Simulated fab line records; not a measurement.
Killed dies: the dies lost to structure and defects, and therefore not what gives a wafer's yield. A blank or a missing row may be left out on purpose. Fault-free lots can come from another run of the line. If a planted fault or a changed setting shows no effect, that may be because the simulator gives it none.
8D (eight disciplines) problem report, filled in by code || flow sky130 || the parts of the form that need people (team, actions taken, sign-off) are left out

1. THE ISSUE
GATE_OXIDE_TW at SKY_GATE_OXIDE_TW_MEAS_14 reads a mean of 30.3 on 6 wafers of 2 lots; wafers without a fault read 227.7 with a standard deviation of 1.4. So: -99 or more standard deviations from the usual mean.
First observed at day 21 06:41: wafer L553.1, on film metro-01. Wafers with a number at this step in the record: 39, from 13 lots. Rule for "out", or "out of limits": more than 4 standard deviations from the usual mean. The other wafers with a number count as sound.

2. WHAT IT IS AND WHAT IT IS NOT
{"question": "which readings at this step", "is": "GATE_OXIDE_TW", "is not": "-"}
{"question": "which lots", "is": "L553, L554", "is not": "L533, L534, L535, L536, L537, L538, L539, L540, L541, L543, L544"}
{"question": "which wafers of those lots", "is": "all that have a number", "is not": "-"}
{"question": "read on which gauges", "is": "film metro-01, film metro-02", "is not": "film metro-04"}
{"question": "when", "is": "from day 21 06:41", "is not": "up to then (33 sound wafers)"}

3. SUSPECTS, AND WHAT RULES EACH OUT
Counting: a tool at a process step up to the reading stays a suspect if it ran every lot that is out and no sound lot after the first of them.
- the gauge at SKY_GATE_OXIDE_TW_MEAS_14 has been ruled out. The wafers that are out were read on 2 gauges (film metro-01, film metro-02).
- litho track-04 at SKY_GATE_OXIDE_DEVELOP_09 (develop time 60 s): kept. Every lot that is out went through it, starting with L553 (day 21 06:08), and after that it ran no sound lot; the last sound lot it ran before then is L544 (day 17 22:59).
Remaining after the count: litho track-04 at SKY_GATE_OXIDE_DEVELOP_09.

4. THE CAUSE (what the simulator had put in)
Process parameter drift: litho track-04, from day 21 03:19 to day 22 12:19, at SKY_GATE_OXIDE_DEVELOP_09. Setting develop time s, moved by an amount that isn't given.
Counting left only this tool.

5. THE EFFECT CHAIN, in route order
Rows list readings where the struck wafers' mean (over those with a number) sits beyond 3 standard deviations from the usual. Scope: only readings with a usual standard deviation given in the record; hours: median across lots of the time from each lot's start at the first step in this table that gives one to its start at this step; sigmas: change in usual standard deviations.
{"hours": 0, "step": "SKY_GATE_OXIDE_TW_MEAS_14", "reading": "GATE_OXIDE_TW", "usual": 227.7, "on struck wafers": 30.3, "change": -197.4, "sigmas": "-99 or more"}
{"hours": 708, "step": "SKY_PAD_OPEN_PROBE_99", "reading": "killed at front end", "usual": 14, "on struck wafers": 422, "change": "+408", "sigmas": "+99 or more"}
{"hours": 708, "step": "SKY_PAD_OPEN_PROBE_99", "reading": "killed dies", "usual": 86, "on struck wafers": 492, "change": "+406", "sigmas": "+45"}
{"hours": 708, "step": "SKY_PAD_OPEN_PROBE_99", "reading": "killed on rim", "usual": 17, "on struck wafers": 96, "change": "+79", "sigmas": "+20"}
It contains these process steps:
- SKY_PAD_OPEN_PROBE_99
Readings that are blank on the struck wafers while sound wafers have them: GATE_OXIDE_OVL at SKY_GATE_OXIDE_OVL_MEAS_10.

6. HOW IT WOULD HAVE BEEN CAUGHT EARLIER
Counted from the fault's start at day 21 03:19, it took 3 hours until the first out-of-limits reading at a measuring or inspecting step in this record, taken at day 21 06:41.
Between SKY_GATE_OXIDE_DEVELOP_09 and SKY_GATE_OXIDE_TW_MEAS_14, SKY_GATE_OXIDE_OVL_MEAS_10 gave no GATE_OXIDE_OVL on the struck wafers, where sound wafers have one: a measuring or inspecting step that comes back empty is itself a sign.
Of the lots that are out (2), L554 began SKY_GATE_OXIDE_DEVELOP_09 on litho track-04 after day 21 06:41. It would have been spared by a hold on the tool at that moment.
